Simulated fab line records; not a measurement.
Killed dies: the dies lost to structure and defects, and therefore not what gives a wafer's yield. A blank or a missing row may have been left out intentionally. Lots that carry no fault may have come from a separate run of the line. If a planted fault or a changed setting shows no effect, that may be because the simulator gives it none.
The tool behind it: which one? | flow gf180mcu | Sampling: 14 lots, 42 wafers, 2 of 602 route steps

WHAT THE GAUGES READ, wafer by wafer
GF_V1_THK_MEAS_03.
lot  | measured     | on            | V1_CVD_02_THK (nm)
L508 | day 16 22:44 | film-metro-03 | 843 854 861
L509 | day 17 13:40 | film-metro-04 | 839 825 851
L510 | day 17 17:56 | film-metro-04 | 860 859 865
L512 | day 18 18:34 | film-metro-02 | 833 838 843
L516 | day 20 06:55 | film-metro-03 | 847 857 852
L520 | day 21 12:49 | film-metro-03 | 850 847 855
L523 | day 22 12:59 | film-metro-04 | 838 839 841
L525 | day 24 00:02 | film-metro-04 | 843 850 860
L526 | day 24 01:12 | film-metro-04 | 849 854 860
L527 | day 24 06:34 | film-metro-03 | 854 862 862
L528 | day 24 08:05 | film-metro-03 | 833 842 858
L529 | day 24 10:34 | film-metro-04 | 835 856 854
L530 | day 25 02:19 | film-metro-02 | 853 856 859
L531 | day 25 14:45 | film-metro-02 | 843 844 862

GF_V1_CD_MEAS_14 targets a cd of 260 nm.
lot  | measured     | on        | cd-nm (nm)
L508 | day 17 21:24 | cd-sem-02 | 260.5 261.0 261.3
L509 | day 18 13:20 | cd-sem-01 | 261.1 260.5 260.0
L510 | day 18 17:58 | cd-sem-02 | 260.5 261.2 262.4
L512 | day 19 19:01 | cd-sem-02 | 257.4 259.1 258.7
L516 | day 21 07:03 | cd-sem-02 | 259.1 261.6 260.0
L520 | day 22 11:48 | cd-sem-01 | 261.4 262.2 260.6
L523 | day 23 12:13 | cd-sem-01 | 258.7 257.7 257.6
L525 | day 24 22:52 | cd-sem-01 | 259.8 259.4 260.4
L526 | day 24 23:36 | cd-sem-01 | 260.2 260.4 259.0
L527 | day 25 05:20 | cd-sem-02 | 257.5 256.8 258.8
L528 | day 25 05:47 | cd-sem-02 | 258.8 258.5 259.3
L529 | day 25 08:36 | cd-sem-01 | 261.0 261.7 261.2
L530 | day 26 00:06 | cd-sem-01 | 259.6 258.4 259.7
L531 | day 26 11:45 | cd-sem-02 | 258.9 258.0 259.7

EACH LOT AND THE TOOL THAT RAN IT (in order: tool; ch and the chambers of the sampled wafers; start)
No process step before these readings appears in the record.

AS READ BY THE TOOLS THEMSELVES (means over the sampled wafers that have a number; for cases with no such wafer, the mark the record gives instead)
The record holds no such reading with a usual standard deviation.

THE ANSWER, worked out from the rows above alone
Rule: the lots themselves supply what counts as usual. The widest of any qualifying gaps counts: lots, ordered by their means at a reading, are off when they make up no more than a third of the lots, leave a main group of 4 or more, and stand apart from it by 3 or more times the standard deviation of that group's means. A main group is skipped when, at the precision printed for the reading in the tables above, its means are all equal. Also off: a lot with no number at a reading for which 4 or more lots have one. The other lots that the step has rows for count as sound. Order of review: gauges by route order, followed by the tools' own readings, for which a lot's mean as printed above is used. At the first step where some lot is off, the reading lying furthest off is the one used; lots without a number count as furthest.
No lot is off at any reading shown: from this, nothing can be told.

WHAT THE SIMULATOR HAD PUT IN
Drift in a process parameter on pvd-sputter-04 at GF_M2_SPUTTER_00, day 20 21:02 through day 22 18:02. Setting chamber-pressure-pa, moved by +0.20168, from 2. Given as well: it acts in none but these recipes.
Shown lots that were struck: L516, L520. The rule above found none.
